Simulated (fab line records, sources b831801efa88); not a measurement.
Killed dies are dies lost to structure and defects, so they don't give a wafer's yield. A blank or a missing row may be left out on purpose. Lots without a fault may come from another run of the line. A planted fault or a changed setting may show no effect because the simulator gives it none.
A struck lot beside a sound one | flow sky130 | 18 steps out of a route of 708
Sound: wafers L847.2, L847.3, L847.4. Struck: wafers L862.1, L862.2, L862.5. The cause comes at the end.
At each step with rows: each side's tool, then ch and its chambers, then its first start. Under that, the readings that differ: sound wafers | struck wafers | difference of the means | sigmas: that difference in standard deviations of wafers without a fault.
alike: readings whose means differ by less than 2 such deviations, and words and numbers that are the same on both sides. not compared: withheld readings, readings that some wafer has no value for, bounds like >300 that may hide the same value, and numbers for which the record gives no deviation and whose values overlap.
The two part at a step that has a row with sigmas, a row that says differs or no value, or rows on one side only. Numbers that don't overlap but have no deviation are shown without sigmas and don't part them. A reading that every wafer of one side lacks parts them only if that side has two wafers or more.

first, 1 step without rows for these wafers: SKY_VT_ADJUST_PCH_IMPLANT_08.
SKY_VT_ADJUST_PCH_STRIP_09: strips in O2/N2.
  sound on plasma_asher-02 ch 0,1, day 10 05:01; struck on plasma_asher-02 ch 0,1, day 15 09:44
  alike: drypump_motor_current_A, n2_flow_sccm, oes_product_au, strip_time_to_endpoint_s
  not compared: rf_hours_counter_h
SKY_VT_ADJUST_PCH_TW_MEAS_10:
  sound on film_metro-03, day 10 05:07; struck on film_metro-03, day 15 09:50
  alike: VT_ADJUST_PCH_TW
then, 7 steps without rows for these wafers: SKY_SONOS_TUNNEL_DEHYDRATE_00 (time 60 s); SKY_SONOS_TUNNEL_HMDS_01 (prime time 60 s); SKY_SONOS_TUNNEL_COAT_02 (resist thk 1140 nm); SKY_SONOS_TUNNEL_SOFTBAKE_03 (time 60 s); SKY_SONOS_TUNNEL_EXPOSE_04 (exposes mask TUNM, target cd 410 nm); SKY_SONOS_TUNNEL_PEB_05; SKY_SONOS_TUNNEL_DEVELOP_06 (develop time 60 s).
SKY_SONOS_TUNNEL_CD_MEAS_07: target cd 410 nm.
  sound on cd_sem-01, day 11 03:30; struck on cd_sem-01, day 16 14:42
  alike: cd_nm
SKY_SONOS_TUNNEL_OVL_MEAS_08:
  sound on overlay-01, day 11 03:36; struck on overlay-02, day 16 14:49
  reading               | sound       | struck         | difference | sigmas
  SONOS_TUNNEL_OVL (nm) | 1.3 0.4 2.1 | -2.6 -2.0 -2.0 | -3.5       | -2
SKY_SONOS_TUNNEL_IMPLANT_09:
  sound on implanter-01 ch 0, day 11 03:40; struck on implanter-04 ch 0, day 16 14:52
  reading            | sound                            | struck                        | difference | sigmas
  dose_ions_cm2      | 1.0015e+12 1.0001e+12 1.0004e+12 | 8.828e+11 8.805e+11 8.807e+11 | -1.193e+11 | -99 or more
  faraday_current_uA | 5.59 5.75 5.52                   | 4.97 4.88 4.94                | -0.69      | -6
then, 2 steps without rows for these wafers: SKY_SONOS_TUNNEL_WET_ETCH_10 (etches SiO2 in dHF, target depth 14 nm, time 280 s); SKY_SONOS_TUNNEL_STRIP_11 (strips in SPM, time 600 s).
SKY_SONOS_TUNNEL_TW_MEAS_12:
  sound on film_metro-02, day 11 04:05; struck on film_metro-01, day 16 15:17
  reading         | sound             | struck            | difference | sigmas
  SONOS_TUNNEL_TW | 198.8 199.1 198.0 | 189.8 190.0 190.1 | -8.7       | -9
then, 1 step without rows for these wafers: SKY_SONOS_TUNNEL_CLEAN_13 (cleans in dHF, time 20 s).
SKY_PAD_OPEN_PROBE_99:
  the record has rows for the sound wafers here (prober-01, day 45 13:52) and none for the struck ones

WHERE THEY PART
First at SKY_SONOS_TUNNEL_OVL_MEAS_08; last, within this record, at SKY_PAD_OPEN_PROBE_99.

WHY: what the simulator had put in
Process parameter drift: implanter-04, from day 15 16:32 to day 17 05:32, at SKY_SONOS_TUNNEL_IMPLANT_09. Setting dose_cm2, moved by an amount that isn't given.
